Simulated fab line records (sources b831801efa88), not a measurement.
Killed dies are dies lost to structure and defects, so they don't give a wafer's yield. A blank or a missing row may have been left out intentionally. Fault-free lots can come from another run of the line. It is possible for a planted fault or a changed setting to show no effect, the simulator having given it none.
Matching of chambers || flow sky130 || SKY_VIA4_CMP_02 on cmp-02 has 4 sister chambers
The step polishes SiO2. 8 wafers are shown with their chamber, then 7 later ones without.

## WAFERS, EACH WITH ITS CHAMBER
{"wafer": "L286.1", "chamber": 3, "motor_current_A (A)": 12.2, "slurry_flow_ml_min": 149.2}
{"wafer": "L287.2", "chamber": 3, "motor_current_A (A)": 11.8, "slurry_flow_ml_min": 150.4}
{"wafer": "L289.4", "chamber": 2, "motor_current_A (A)": 13.5, "slurry_flow_ml_min": 150.6}
{"wafer": "L290.1", "chamber": 2, "motor_current_A (A)": 12.9, "slurry_flow_ml_min": 150.3}
{"wafer": "L290.2", "chamber": 1, "motor_current_A (A)": 11.9, "slurry_flow_ml_min": 149.6}
{"wafer": "L297.2", "chamber": 1, "motor_current_A (A)": 12.6, "slurry_flow_ml_min": 150.7}
{"wafer": "L297.4", "chamber": 0, "motor_current_A (A)": 10.8, "slurry_flow_ml_min": 149.5}
{"wafer": "L297.6", "chamber": 0, "motor_current_A (A)": 11.0, "slurry_flow_ml_min": 150.1}

## WAFERS WITHOUT THEIR CHAMBER
{"wafer": "L303.1", "motor_current_A (A)": 12.0, "slurry_flow_ml_min": 150.1}
{"wafer": "L303.2", "motor_current_A (A)": 13.2, "slurry_flow_ml_min": 150.2}
{"wafer": "L303.4", "motor_current_A (A)": 12.4, "slurry_flow_ml_min": 151.0}
{"wafer": "L302.2", "motor_current_A (A)": 10.8, "slurry_flow_ml_min": 150.2}
{"wafer": "L302.5", "motor_current_A (A)": 11.1, "slurry_flow_ml_min": 149.5}
{"wafer": "L301.1", "motor_current_A (A)": 11.3, "slurry_flow_ml_min": 149.8}
{"wafer": "L301.2", "motor_current_A (A)": 12.8, "slurry_flow_ml_min": 150.1}

## EACH ONE'S CHAMBER
{"wafer": "L303.1", "from the rows above": "can't be placed: 3 or 1", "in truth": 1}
{"wafer": "L303.2", "from the rows above": 2, "in truth": 2}
{"wafer": "L303.4", "from the rows above": "can't be placed: 1 or 3 or 2", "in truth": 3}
{"wafer": "L302.2", "from the rows above": 0, "in truth": 0}
{"wafer": "L302.5", "from the rows above": "can't be placed: 0 or 3", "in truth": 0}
{"wafer": "L301.1", "from the rows above": "can't be placed: 0 or 3 or 1", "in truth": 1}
{"wafer": "L301.2", "from the rows above": "can't be placed: 2 or 1 or 3", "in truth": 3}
Correct placement for 2 of the 7. Unplaceable from these rows: 5, with the true chamber sitting among the candidates in 5. 0 placed wrongly.
How it was worked out, from the rows above alone: a wafer's distance from a chamber is the root of the sum, over the readings, of the square of ((its reading less the chamber's mean) divided by the reading's scatter). If the next closest chamber is less than 2 further off than the closest, the wafer can't be placed; otherwise it belongs to the closest. A chamber's mean is the mean of its shown wafers. The scatter: the root of (the sum of the squares of (reading less its chamber's mean) over the shown wafers, divided by (wafers less chambers)).
